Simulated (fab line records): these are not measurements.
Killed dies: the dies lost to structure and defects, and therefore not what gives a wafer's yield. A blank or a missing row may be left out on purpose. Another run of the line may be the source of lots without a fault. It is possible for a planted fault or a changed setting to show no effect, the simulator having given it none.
A lot that was struck, set against a sound lot | flow gf180mcu | 17 steps out of a route of 602
Sound: these wafers, L996.1, L996.2, L996.6. Struck: wafer L110.4 (L110.1, L110.5, from the same lot, were not struck and are left out); the cause is given at the end.
Per side, at each step with rows, come the tool, then ch with its chambers, and then its first start. Under that, the readings that differ: sound wafers | struck wafers | difference of the means | sigmas: that difference in standard deviations of wafers without a fault.
alike: readings with means less than 2 such deviations apart, plus words and numbers identical on both sides. not compared: withheld readings, readings lacking a value on some wafer, bounds such as >300 that could conceal the same value, and numbers that have no deviation in the record and whose values overlap.
Wherever a step has rows on one side only, a row that says differs or no value, or a row with sigmas, the two part there. When numbers do not overlap yet have no deviation, they are printed without sigmas and do not part them. A reading that every wafer of one side lacks parts them only if that side has two wafers or more.

first, 4 steps without rows for these wafers: GF_M4_SOFTBAKE_10 (time 60 s); GF_M4_EXPOSE_11 (exposes mask Metal4, target cd 280 nm); GF_M4_PEB_12 (peb time 90 s); GF_M4_DEVELOP_13 (develop time 60 s).
GF_M4_CD_MEAS_14: the cd target is 280 nm.
  sound on cd-sem-02 at day 24 00:16; struck on cd-sem-02 at day 28 17:19
  alike: cd-nm
GF_M4_OVL_MEAS_15:
  sound on overlay-01 at day 24 00:23; struck on overlay-02 at day 28 17:26
  alike: M4_OVL
GF_M4_METAL_ETCH_16: etches the open film in Cl2/BCl3, stops on SiO2, target depth 627.5 nm, time 104.6 s.
  sound on rie-metal-02 ch 0,1, day 24 00:26; struck on rie-metal-01 ch 0, day 28 17:28
  reading                     | sound          | struck | difference | sigmas
  drypump-motor-current-A (A) | 5.52 5.60 5.51 | 5.86   | +0.32      | +2
  alike: he-backside-leak-sccm, oes-product-au, throttle-valve-pct
  not compared: rf-hours-counter-h
GF_M4_STRIP_17: strips in O2/N2.
  sound on plasma-asher-02 ch 0,1, day 24 00:32; struck on plasma-asher-01 ch 1, day 28 17:35
  reading                      | sound          | struck | difference | sigmas
  drypump-motor-current-A (A)  | 5.9 6.3 6.3    | 5.1    | -1.1       | -3
  strip-time-to-endpoint-s (s) | 7.88 7.91 7.85 | 7.76   | -0.12      | -3
  alike: heater-power-w, oes-product-au
  not compared: rf-hours-counter-h
then, 3 steps without rows for these wafers: GF_M4_STRIP_18 (strips in post etch residue remover, time 1200 s); GF_M4_CLEAN_19 (cleans in DIW); GF_V4_CVD_00 (deposits SiO2, target thk 600 nm, time 100 s).
GF_V4_THK_MEAS_01:
  sound on film-metro-03 at day 24 01:09; struck on film-metro-03 at day 28 18:14
  alike: V4_CVD_00_THK
GF_V4_CVD_02: deposits SiO2 from TEOS, target thk 850 nm, time 94.851 s.
  sound on pecvd-01 ch 0,1,2, day 24 01:13; struck on pecvd-01 ch 0, day 28 18:17
  reading                             | sound             | struck | difference | sigmas
  model.SiO2_of_V4_CVD_02.thk-nm (nm) | 842.9 850.8 857.8 | 1223   | +372       |
  alike: heater-power-w
GF_V4_THK_MEAS_03:
  sound on film-metro-01 at day 24 01:17; struck on film-metro-01 at day 28 18:21
  reading            | sound       | struck | difference | sigmas
  V4_CVD_02_THK (nm) | 843 851 858 | 1224   | +373       | +41
GF_V4_CMP_04: polishes SiO2.
  sound on cmp-02 ch 0,1,2, day 24 01:20; struck on cmp-01 ch 1, day 28 18:28
  reading                | sound    | struck | difference | sigmas
  time-to-endpoint-s (s) | 79 81 86 | 219    | +137       | +33
  alike: head-pressure-psi, motor-current-A
GF_V4_BOW_MEAS_05:
  sound on film-metro-01 at day 24 01:38; struck on film-metro-02 at day 28 18:43
  alike: V4_BOW
next, for these wafers, 1 step has no rows: GF_PASSIVATION_PROBE_99.

## WHERE THEY PART
At GF_M4_METAL_ETCH_16 first; at GF_V4_CMP_04 last (within this record only). Later steps at which nothing parts them and some readings are alike: GF_V4_BOW_MEAS_05.

WHY: the cause the simulator had injected
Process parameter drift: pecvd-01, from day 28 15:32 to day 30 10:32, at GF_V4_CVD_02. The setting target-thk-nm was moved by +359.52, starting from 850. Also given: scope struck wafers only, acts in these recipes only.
